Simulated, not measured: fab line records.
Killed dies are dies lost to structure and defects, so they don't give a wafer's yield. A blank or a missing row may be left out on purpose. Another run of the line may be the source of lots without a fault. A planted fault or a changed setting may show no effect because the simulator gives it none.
One fault through the eyes of 2 desks    flow gf180mcu    what lay behind the numbers comes last; until then each desk has only its own

AT THE TOOL OWNER'S DESK: implanter-01
The tool's own readings at GF_HV_LDD_IMPLANT_35, given as means over the sampled wafers that have a number, one for each lot that went through this tool. Any lot whose mean is over 4 standard deviations away from the usual mean is out of limits and marked OUT; that distance is given in the brackets.
Columns: A = beam on s at GF_HV_LDD_IMPLANT_35, usual 9.98 s; B = faraday current uA at GF_HV_LDD_IMPLANT_35, usual 42.4
lot   first seen here  A                B
L199  day 11 13:46     10.05            42.1
L201  day 12 06:01     9.94             42.6
L203  day 12 21:34     7.48 (-11) OUT   56.5 (+16) OUT
L204  day 13 02:22     7.69 (-10) OUT   55.0 (+14) OUT
L205  day 13 11:37     7.80 (-9.9) OUT  54.3 (+13) OUT
L215  day 16 18:52     9.84             43.0
L216  day 16 22:50     9.79             43.2
L221  day 18 16:11     9.87             42.7
L222  day 18 22:14     10.09            42.0
This desk's verdict: out of limits on L203, L204, L205, starting with L203 at day 12 21:34 (beam on s at GF_HV_LDD_IMPLANT_35). L199, L201, L215, L216, L221, L222 stayed within limits.

AT THE METROLOGY DESK
Means of the sampled wafers that have a number, per lot and without regard to the tool the lot ran on: this is what the gauges read. Any lot whose mean is over 4 standard deviations away from the usual mean is out of limits and marked OUT; that distance is given in the brackets.
Columns: A = VT_IMPLANT_3_TW at GF_VT_IMPLANT_TW_MEAS_32, usual 268.3; B = HV_LDD_02_OVL at GF_HV_LDD_OVL_MEAS_32, usual -0.6 nm; C = HV_LDD_3_TW at GF_HV_LDD_TW_MEAS_38, usual 1435; D = HV_LDD_RS at GF_HV_LDD_RS_MEAS_53, usual 418.8 ohm/sq
lot   first seen here  A      B     C                D
L199  day 6 22:17      269.6  0.1   1442             420.0
L201  day 7 12:17      266.5  -0.6  1434             419.4
L203  day 8 02:54      267.9  -1.3  1415             423.6 (+5.2) OUT
L204  day 8 05:17      269.8  -0.7  1396 (-5.7) OUT  423.5 (+5.1) OUT
L205  day 8 12:18      269.5  -2.0  1410             422.6 (+4.1) OUT
L210  day 10 01:15     269.6  -0.5  1442             419.5
L213  day 10 16:55     270.1  0.7   1430             417.1
L215  day 11 05:43     269.6  -0.9  1430             418.4
L216  day 11 12:01     269.1  0.4   1431             417.9
L219  day 12 11:00     267.2  -0.3  1438             418.2
L221  day 12 20:07     268.8  1.3   1434             418.9
L222  day 13 01:38     270.5  -1.4  1435             418.7
This desk reports L203, L204, L205 out of limits; the earliest was L204 at day 13 02:44 (HV_LDD_3_TW at GF_HV_LDD_TW_MEAS_38). L199, L201, L210, L213, L215, L216, L219, L221, L222 stayed within limits.

ALL TOGETHER
The tool owner's desk could have raised an alarm at day 12 21:34, on L203, L204, L205.
The metrology desk could have raised an alarm at day 13 02:44, on L203, L204, L205.
Every lot named ran GF_HV_LDD_IMPLANT_35 on implanter-01.

WHAT THE SIMULATOR HAD PUT IN
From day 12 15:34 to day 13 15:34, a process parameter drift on implanter-01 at GF_HV_LDD_IMPLANT_35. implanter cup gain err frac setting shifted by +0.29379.
Struck lots among those shown: L203, L204, L205.
Time in hours from fault onset to the first out-of-limits reading at each desk: tool owner's desk 6, metrology desk 11.
